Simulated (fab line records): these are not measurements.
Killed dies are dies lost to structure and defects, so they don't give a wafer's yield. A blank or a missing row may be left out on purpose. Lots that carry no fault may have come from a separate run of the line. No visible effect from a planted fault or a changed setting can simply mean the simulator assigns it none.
fab line records	flow sfq_line
record lots=14	wafers=42	last_day=89
route steps=325 shown L0@14 M0@32 M1@71 I1@86
lots that met no fault: taken from a fault-free run of the same line
start_h: start of the lot's first displayed wafer, in hours after the record's first day	wait_h: hours from the lot's prior step to this one	" unchanged from the row above	L1.1+2: several wafers, shown together as one row	- no value, or no start was given	* or withheld: withheld	< > ~ a bound
route shown NAME@n: NAME is a module with steps in the file, n the number in the route of the first one	usual: mean and standard deviation over wafers with no fault	same: alike in all rows	chamber/n: place in a boat	sites: each site's reading	_std_site: the standard deviation of these	_edge_site: mean of outer sites minus mean of inner sites	radius_mm: how far each site lies from the wafer's centre	mask NAME#n: copy n	behind: tool/chamber where the wafer was last shaped	hold: cause of the lot's hold/its duration in hours/its outcome	device: the transistor (n, p or np) that didn't switch	end of line: the same wafers' tests at the end of the route	for a step that has no rows: nothing shown but its recipe	killed: at the first sort, the dies lost to defects and structure; wafer yield is something else	map: per-die view of a wafer (x killed, . not killed, _ where there is no die)
set.NAME: setting as actually run; set.NAME@STEP: the setting as run at that earlier step	model.NAME: the simulator's own value behind a step, which no gauge read
route steps across a sampled set of lots; one table per step, one row per wafer
services: from which hour (start_h, from the record's first day; less than 0 if before it) a tool's chamber was out of use, for how many hours, and why
## steps
# step SFQ_TRILAYER_L0_STRIP_STRIP_009
# recipe gas=O2	power_w=200	platen_temp_c=40	overash_fraction=0.65	chemistry=O2	pressure_mtorr=50
# usual drypump_motor_current_A=5.7/0.42	oes_product_au=1.000/0.011	platen_temp_c=40.00/0.12
lot.wafer	tool	chamber	start_h	wait_h	drypump_motor_current_A	oes_product_au	platen_temp_c	rf_hours_counter_h
L322.1	rie_metal-04	1	83.62	0.0	6.0	0.998	40.11	192
L322.3	"	1	"	"	6.0	1.011	40.05	-
L322.4	"	0	"	"	5.8	0.997	39.88	-
L323.1	rie_metal-02	0	89.62	0.0	5.1	1.000	39.81	120
L323.4	"	1	"	"	5.4	0.992	40.24	-
L323.5	"	1	"	"	5.4	0.996	40.07	-
L324.1	rie_metal-03	1	98.02	0.0	6.4	1.018	39.93	164
L324.5	"	0	"	"	6.0	0.995	39.87	-
L324.6	"	1	"	"	6.4	1.007	39.96	-
L325.1	rie_metal-04	1	106.66	0.1	6.0	1.007	40.10	195
L325.2	"	1	"	"	6.0	0.993	40.24	-
L325.4	"	1	"	"	6.0	0.994	40.28	-
L328.1	rie_metal-02	1	131.43	0.0	5.4	0.984	39.93	86
L328.2	"	0	"	"	5.1	0.993	39.83	124
L328.5	"	1	"	"	5.4	0.984	39.90	-
L329.1	rie_metal-03	0	133.83	0.0	6.0	1.024	40.13	24
L329.3	"	1	"	"	6.4	1.015	39.98	-
L329.6	"	0	"	"	6.0	1.006	40.07	-
L330.2	rie_metal-04	0	136.23	0.0	5.8	0.996	40.09	6
L330.3	"	0	"	"	5.8	1.006	39.97	-
L330.4	"	1	"	"	6.0	1.001	40.17	-
L331.2	rie_metal-04	0	143.68	0.0	5.8	1.006	40.24	7
L331.5	"	0	"	"	5.8	0.995	39.94	-
L331.6	"	1	"	"	6.0	1.000	40.05	-
L332.2	rie_metal-03	1	147.03	0.0	6.4	1.025	40.01	171
L332.4	"	0	"	"	6.0	1.007	39.95	-
L332.5	"	0	"	"	6.0	1.003	39.97	-
L333.3	rie_metal-02	1	152.03	0.2	5.4	0.988	40.05	-
L333.4	"	0	"	"	5.1	0.988	40.07	-
L333.6	"	1	"	"	5.4	0.988	39.98	-
L335.1	rie_metal-04	0	161.43	0.0	5.8	1.001	40.09	10
L335.2	"	1	"	"	6.0	1.000	40.15	5
L335.5	"	0	"	"	5.8	1.002	40.07	-
L336.1	rie_metal-04	1	166.23	0.0	6.0	1.001	40.01	6
L336.3	"	1	"	"	6.0	1.002	40.09	-
L336.4	"	0	"	"	5.8	1.000	40.09	-
L339.1	rie_metal-02	0	187.55	0.0	5.1	0.997	40.06	133
L339.2	"	1	"	"	5.4	0.998	40.03	95
L339.6	"	1	"	"	5.4	0.991	40.15	-
L344.1	rie_metal-02	0	203.63	0.0	5.1	0.991	39.89	136
L344.5	"	0	"	"	5.1	0.986	39.92	-
L344.6	"	1	"	"	5.4	0.991	39.92	-
# step SFQ_TRILAYER_M0_LITHO_COAT_026
# recipe resist=BARC	spin_rpm=3000	resist_thk_nm=62
lot.wafer	tool	chamber	start_h	wait_h
L322.1+3+4	litho_track-01	0	168.71	0.1
L323.1+4+5	litho_track-04	0	180.24	0.1
L324.1+5+6	litho_track-02	0	191.04	0.1
L325.1+2+4	litho_track-01	0	201.76	0.1
L328.1+2+5	litho_track-04	0	219.88	0.1
L329.1+3+6	litho_track-02	0	223.46	0.1
L330.2+3+4	litho_track-02	0	228.98	0.1
L331.2+5+6	litho_track-04	0	236.11	0.1
L332.2+4+5	litho_track-04	0	238.51	0.1
L333.3+4+6	litho_track-04	0	245.76	0.1
L335.1+2+5	litho_track-01	0	253.47	0.1
L336.1+3+4	litho_track-01	0	258.27	0.1
L339.1+2+6	litho_track-01	0	277.45	0.1
L344.1+5+6	litho_track-02	0	293.20	0.1
# step SFQ_TRILAYER_M0_BARC_OPEN_METAL_ETCH_031
# recipe mask_material=PR	chemistry=O2	target_depth_nm=125	target=BARC	icp_w=600	bias_w=80	pressure_mtorr=10	time_s=41.7
# usual drypump_motor_current_A=5.7/0.33	oes_product_au=0.685/0.0051	rf_fwd_power_W=593.4/2.2
lot.wafer	tool	chamber	start_h	wait_h	drypump_motor_current_A	oes_product_au	rf_fwd_power_W	rf_hours_counter_h
L322.1	rie_metal-04	0	258.31	0.0	5.8	0.684	596.3	26
L322.3	"	0	"	"	5.8	0.689	596.3	-
L322.4	"	1	"	"	6.0	0.688	590.3	-
L323.1	rie_metal-02	1	267.91	0.0	5.4	0.687	592.5	115
L323.4	"	1	"	"	5.4	0.692	592.2	-
L323.5	"	1	"	"	5.4	0.683	592.6	-
L324.1	rie_metal-02	1	279.90	0.0	5.4	0.692	591.1	119
L324.5	"	1	"	"	5.4	0.677	590.7	-
L324.6	"	1	"	"	5.4	0.683	591.7	-
L325.1	rie_metal-01	0	289.64	0.0	6.1	0.685	596.0	6
L325.2	"	1	"	"	6.0	0.684	593.0	74
L325.4	"	0	"	"	6.1	0.685	596.6	-
L328.1	rie_metal-01	0	317.62	0.0	6.1	0.686	597.0	11
L328.2	"	1	"	"	6.0	0.685	590.1	79
L328.5	"	0	"	"	6.1	0.682	594.5	-
L329.1	rie_metal-04	0	323.62	0.0	5.8	0.692	598.2	34
L329.3	"	1	"	"	6.0	0.677	594.6	-
L329.6	"	1	"	"	6.0	0.684	593.4	-
L330.2	rie_metal-04	0	332.02	0.0	5.8	0.681	595.2	37
L330.3	"	1	"	"	6.0	0.689	591.5	-
L330.4	"	0	"	"	5.8	0.682	594.9	-
L331.2	rie_metal-01	0	341.62	0.0	6.1	0.684	593.4	15
L331.5	"	1	"	"	6.0	0.691	591.0	-
L331.6	"	0	"	"	6.1	0.697	592.6	-
L332.2	rie_metal-02	0	345.96	0.0	5.1	0.685	593.2	144
L332.4	"	0	"	"	5.1	0.697	593.1	-
L332.5	"	1	"	"	5.4	0.681	594.8	-
L333.3	rie_metal-01	1	355.59	0.0	6.0	0.683	591.3	-
L333.4	"	0	"	"	6.1	0.686	591.7	-
L333.6	"	1	"	"	6.0	0.683	590.4	-
L335.1	rie_metal-02	1	365.17	0.0	5.4	0.679	594.5	141
L335.2	"	0	"	"	5.1	0.684	595.5	147
L335.5	"	1	"	"	5.4	0.691	594.1	-
L336.1	rie_metal-04	1	368.77	0.0	6.0	0.615	591.9	45
L336.3	"	0	"	"	5.8	0.623	592.6	-
L336.4	"	1	"	"	6.0	0.620	591.7	-
L339.1	rie_metal-02	0	388.10	0.0	5.1	0.614	593.2	150
L339.2	"	1	"	"	5.4	0.615	591.9	144
L339.6	"	0	"	"	5.0	0.615	591.1	-
L344.1	rie_metal-01	1	406.22	0.0	6.0	0.688	595.0	92
L344.5	"	0	"	"	6.1	0.686	596.1	-
L344.6	"	1	"	"	6.0	0.690	593.9	-
# step SFQ_TRILAYER_M1_STRIP_STRIP_043
# recipe gas=O2	power_w=200	platen_temp_c=40	overash_fraction=0.65	chemistry=O2	pressure_mtorr=50
# usual drypump_motor_current_A=5.5/0.45	oes_product_au=0.996/0.01	platen_temp_c=40.00/0.11
lot.wafer	tool	chamber	start_h	wait_h	drypump_motor_current_A	oes_product_au	platen_temp_c	rf_hours_counter_h
L322.1	rie_metal-02	1	512.98	0.1	5.4	0.986	40.01	163
L322.3	"	1	"	"	5.4	0.982	39.91	-
L322.4	"	0	"	"	5.0	0.993	39.77	-
L323.1	rie_metal-04	1	550.43	0.1	6.0	0.998	40.01	69
L323.4	"	1	"	"	6.0	1.002	39.83	-
L323.5	"	0	"	"	5.8	1.012	39.95	-
L324.1	rie_metal-02	0	565.01	0.2	5.1	0.983	40.15	21
L324.5	"	0	"	"	5.0	0.987	40.11	-
L324.6	"	0	"	"	5.1	0.985	40.17	-
L325.1	rie_metal-03	0	570.83	0.1	6.0	1.011	40.05	91
L325.2	"	1	"	"	6.4	1.015	39.87	46
L325.4	"	0	"	"	6.0	1.012	39.75	-
L328.1	rie_metal-04	1	611.81	0.2	6.0	0.991	39.98	77
L328.2	"	1	"	"	6.0	1.004	39.96	-
L328.5	"	1	"	"	6.0	0.990	39.84	-
L329.1	rie_metal-04	1	615.41	0.2	6.0	1.004	40.09	79
L329.3	"	1	"	"	6.0	1.008	40.15	-
L329.6	"	1	"	"	6.0	0.996	40.18	-
L330.2	rie_metal-02	1	625.39	0.1	5.4	0.985	40.05	7
L330.3	"	0	"	"	5.1	0.979	39.98	-
L330.4	"	1	"	"	5.4	0.982	40.08	-
L331.2	rie_metal-02	1	633.79	0.1	5.4	0.991	40.09	8
L331.5	"	1	"	"	5.3	0.996	39.95	-
L331.6	"	0	"	"	5.0	1.004	40.04	-
L332.2	rie_metal-02	0	636.19	0.1	5.1	0.994	40.02	33
L332.4	"	0	"	"	5.1	0.981	40.09	-
L332.5	"	0	"	"	5.0	0.994	39.91	-
L333.3	rie_metal-02	1	655.70	0.2	5.4	0.989	39.84	-
L333.4	"	0	"	"	5.1	0.989	40.13	-
L333.6	"	1	"	"	5.4	0.995	39.94	-
L335.1	rie_metal-03	0	668.70	0.1	6.0	1.018	39.90	103
L335.2	"	1	"	"	6.4	1.007	39.88	59
L335.5	"	1	"	"	6.4	1.008	39.87	-
L336.1	rie_metal-02	1	671.10	0.1	5.4	0.995	39.92	12
L336.3	"	0	"	"	5.1	0.985	40.30	-
L336.4	"	1	"	"	5.4	0.995	40.06	-
L339.1	rie_metal-02	1	695.47	0.1	5.4	0.996	40.05	16
L339.2	"	0	"	"	5.1	1.005	40.17	40
L339.6	"	1	"	"	5.4	0.989	40.04	-
L344.1	rie_metal-02	1	730.79	0.1	5.4	0.994	39.94	22
L344.5	"	0	"	"	5.1	1.003	39.91	-
L344.6	"	1	"	"	5.4	0.989	39.94	-
# step SFQ_TRILAYER_I1_VIA_STRIP_STRIP_053
# recipe gas=O2	power_w=200	platen_temp_c=40	overash_fraction=0.65	chemistry=O2	pressure_mtorr=50
# usual drypump_motor_current_A=5.8/0.47	oes_product_au=0.999/0.0089	platen_temp_c=39.99/0.12
lot.wafer	tool	chamber	start_h	wait_h	drypump_motor_current_A	oes_product_au	platen_temp_c	rf_hours_counter_h
L322.1	rie_metal-02	0	680.67	-	5.1	0.998	40.09	38
L322.3	"	0	"	"	5.1	1.005	39.88	-
L322.4	"	1	"	"	5.4	0.997	40.02	-
L323.1	rie_metal-01	0	712.76	-	6.1	1.003	40.15	59
L323.4	"	0	"	"	6.1	1.003	40.02	-
L323.5	"	0	"	"	6.1	1.013	39.98	-
L324.1	rie_metal-03	1	731.96	-	6.4	1.002	40.00	67
L324.5	"	1	"	"	6.4	1.002	40.14	-
L324.6	"	0	"	"	6.0	0.996	40.09	-
L325.1	rie_metal-02	0	735.56	-	5.1	0.997	40.08	48
L325.2	"	1	"	"	5.4	0.994	39.84	23
L325.4	"	0	"	"	5.1	0.997	40.07	-
L328.1	rie_metal-02	1	770.46	-	5.4	0.987	39.98	28
L328.2	"	0	"	"	5.1	0.985	40.04	53
L328.5	"	1	"	"	5.4	0.999	39.97	-
L329.1	rie_metal-03	1	771.66	-	6.4	0.996	39.96	73
L329.3	"	0	"	"	6.0	1.009	40.05	-
L329.6	"	1	"	"	6.4	0.998	40.10	-
L330.2	rie_metal-01	0	776.66	-	6.1	1.012	40.30	-
L330.3	"	0	"	"	6.1	1.010	40.27	-
L330.4	"	0	"	"	6.1	1.002	40.16	-
L331.2	rie_metal-01	0	781.46	-	6.1	1.003	39.99	-
L331.5	"	0	"	"	6.1	1.000	39.91	-
L331.6	"	0	"	"	6.1	0.998	40.09	-
L332.2	rie_metal-02	1	782.46	-	5.4	0.989	39.79	31
L332.4	"	1	"	"	5.4	0.988	39.92	-
L332.5	"	1	"	"	5.4	0.991	39.97	-
L333.3	rie_metal-02	1	789.86	-	5.4	0.995	39.96	-
L333.4	"	0	"	"	5.1	0.979	40.12	-
L333.6	"	1	"	"	5.4	0.978	39.74	-
L335.1	rie_metal-03	1	798.06	-	6.4	1.010	39.92	77
L335.2	"	0	"	"	6.0	1.017	39.85	122
L335.5	"	1	"	"	6.4	0.997	40.01	-
L336.1	rie_metal-01	0	799.26	-	6.1	1.000	39.82	75
L336.3	"	0	"	"	6.1	1.007	39.89	-
L336.4	"	1	"	"	6.0	1.006	40.02	-
L339.1	rie_metal-02	1	826.86	-	5.4	0.994	39.86	37
L339.2	"	0	"	"	5.0	0.988	40.14	61
L339.6	"	0	"	"	5.0	1.000	40.03	-
L344.1	rie_metal-03	0	877.54	-	6.0	1.011	40.08	133
L344.5	"	0	"	"	6.0	1.008	39.92	-
L344.6	"	1	"	"	6.4	1.008	40.06	-
## services
tool	chamber	start_h	hours	kind
rie_metal-03	-	75.33	14.6	pm
rie_metal-01	-	104.07	2.8	pm
rie_metal-01	0	111.21	1.4	repair
rie_metal-02	0	116.54	8.7	repair
rie_metal-04	0	131.30	3.0	repair
rie_metal-01	1	135.19	2.8	repair
rie_metal-02	-	153.17	1.6	repair
rie_metal-02	-	225.38	2.8	pm
rie_metal-04	-	239.81	0.2	repair
rie_metal-04	-	241.08	2.8	pm
rie_metal-02	0	241.28	104.0	repair
rie_metal-01	-	278.60	1.4	pm
rie_metal-02	-	289.87	0.5	repair
rie_metal-04	0	300.03	21.9	repair
rie_metal-02	1	328.79	6.6	repair
rie_metal-01	1	338.87	1.9	repair
rie_metal-03	0	402.97	6.9	repair
rie_metal-02	1	410.76	2.3	repair
rie_metal-01	-	443.69	4.3	pm
rie_metal-01	0	544.33	5.6	repair
rie_metal-01	1	582.81	4.9	repair
rie_metal-04	0	607.05	10.8	repair
rie_metal-04	1	662.62	27.0	repair
rie_metal-04	1	858.16	13.8	repair
## key
first_sign step=SFQ_TRILAYER_M0_BARC_OPEN_METAL_ETCH_031	reading=oes_product_au	direction=down	sigmas=13	usual=0.685	struck=0.617
effect none on later readings
met_at SFQ_TRILAYER_M0_LITHO_COAT_026
struck_lots L336,L339
not_acting_at SFQ_TRILAYER_L0_STRIP_STRIP_009,SFQ_TRILAYER_M1_STRIP_STRIP_043,SFQ_TRILAYER_I1_VIA_STRIP_STRIP_053
onset_between 253.47 258.27
fault kind=process_parameter_drift	tool=litho_track-01	chamber=-	onset_h=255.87	steps=SFQ_TRILAYER_M0_LITHO_COAT_026	channel=resist_thk_nm	offset=-13.505	shape=step	end_h=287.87	acts_in=these_recipes_only	stated=62
